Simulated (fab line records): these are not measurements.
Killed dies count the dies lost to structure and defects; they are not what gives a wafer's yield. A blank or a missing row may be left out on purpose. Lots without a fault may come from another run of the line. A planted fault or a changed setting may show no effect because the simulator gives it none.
Struck lot and sound lot, side by side ; flow sky130 ; 18 out of 708 route steps
Sound: these wafers, L376.1, L376.2, L376.4. Wafers L381.1, L381.3, L381.6 were the ones struck. At the end, the cause is stated.
Each step with rows lists, per side, the tool, then ch with its chambers, then its first start. Under that, the readings that differ: sound wafers ; struck wafers ; difference of the means ; sigmas: that difference in standard deviations of wafers without a fault.
alike: readings whose means differ by less than 2 such deviations, and words and numbers that are the same on both sides. not compared: withheld readings, readings that some wafer has no value for, bounds like >300 that may hide the same value, and numbers for which the record gives no deviation and whose values overlap.
A row with sigmas, a row that says differs or no value, or rows on one side alone: a step with any of these is where the two part. Numbers that don't overlap but have no deviation are shown without sigmas and don't part them. A reading that every wafer of one side lacks parts them only if that side has two wafers or more.

first, 6 steps without rows for these wafers: SKY_RES_XHIGH_COAT_02 (resist thk 1140 nm); SKY_RES_XHIGH_SOFTBAKE_03 (time 60 s); SKY_RES_XHIGH_EXPOSE_04 (exposes mask URPM, target cd 1270 nm); SKY_RES_XHIGH_PEB_05; SKY_RES_XHIGH_DEVELOP_06 (develop time 60 s); SKY_RES_XHIGH_IMPLANT_07.
SKY_RES_XHIGH_STRIP_08: strips in O2/N2.
  sound on plasma-asher-01 ch 0,1, day 30 01:07; struck on plasma-asher-04 ch 0,1, day 32 15:10
  alike: drypump-motor-current-A, oes-product-au, strip-time-to-endpoint-s
  not compared: rf-hours-counter-h
SKY_RES_XHIGH_TW_MEAS_09:
  sound on film-metro-02 at day 30 01:13; struck on film-metro-04 at day 32 15:16
  alike: RES_XHIGH_TW
then, 4 steps without rows for these wafers: SKY_SD_N_DEHYDRATE_00 (time 60 s); SKY_SD_N_HMDS_01 (prime time 60 s); SKY_SD_N_COAT_02 (resist thk 1140 nm); SKY_SD_N_SOFTBAKE_03 (time 60 s).
SKY_SD_N_EXPOSE_04: exposes mask NSDM, target cd 380 nm.
  sound on iline-stepper-02 ch 0, day 30 14:27; struck on iline-stepper-01 ch 0, day 33 04:49
reading;sound;struck;difference;sigmas
exposure-dose-mJ-cm2;141.10 141.06 141.06;134.39 134.20 134.46;-6.72;-52
  alike: mask, reticle-temp-C
then, 2 steps without rows for these wafers: SKY_SD_N_PEB_05; SKY_SD_N_DEVELOP_06 (develop time 60 s).
SKY_SD_N_CD_MEAS_07: the cd target is 380 nm.
  sound on cd-sem-01 at day 31 04:07; struck on cd-sem-01 at day 33 17:59
reading;sound;struck;difference;sigmas
cd-nm (nm);379.5 378.4 379.8;368.2 367.8 367.2;-11.5;-5
SKY_SD_N_OVL_MEAS_08:
  sound on overlay-02 at day 31 04:14; struck on overlay-02 at day 33 18:07
  alike: SD_N_OVL
-- a jump in the record: the struck wafers' starts before and after are 16 days apart (it breaks off in module SD_N and resumes in module PAD_OPEN, where the first step shown is number 708 of the route) --
SKY_PAD_OPEN_PROBE_99:
  sound on prober-02 at day 48 03:01; struck on prober-01 at day 49 20:56
  alike: killed_at_M0_to_M3, killed_at_M4_up, killed-at-contacts, killed-at-front-end, killed-at-other, killed-dies, killed-open, killed-short

## WHERE THEY PART
Last at SKY_SD_N_CD_MEAS_07 as far as this record goes, first at SKY_SD_N_EXPOSE_04. Later steps at which nothing parts them and some readings are alike: SKY_SD_N_OVL_MEAS_08, SKY_PAD_OPEN_PROBE_99.

WHY: what had been put in by the simulator
Process parameters drifting: iline-stepper-01 at SKY_SD_N_EXPOSE_04, beginning at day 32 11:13. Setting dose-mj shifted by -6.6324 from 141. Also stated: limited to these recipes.
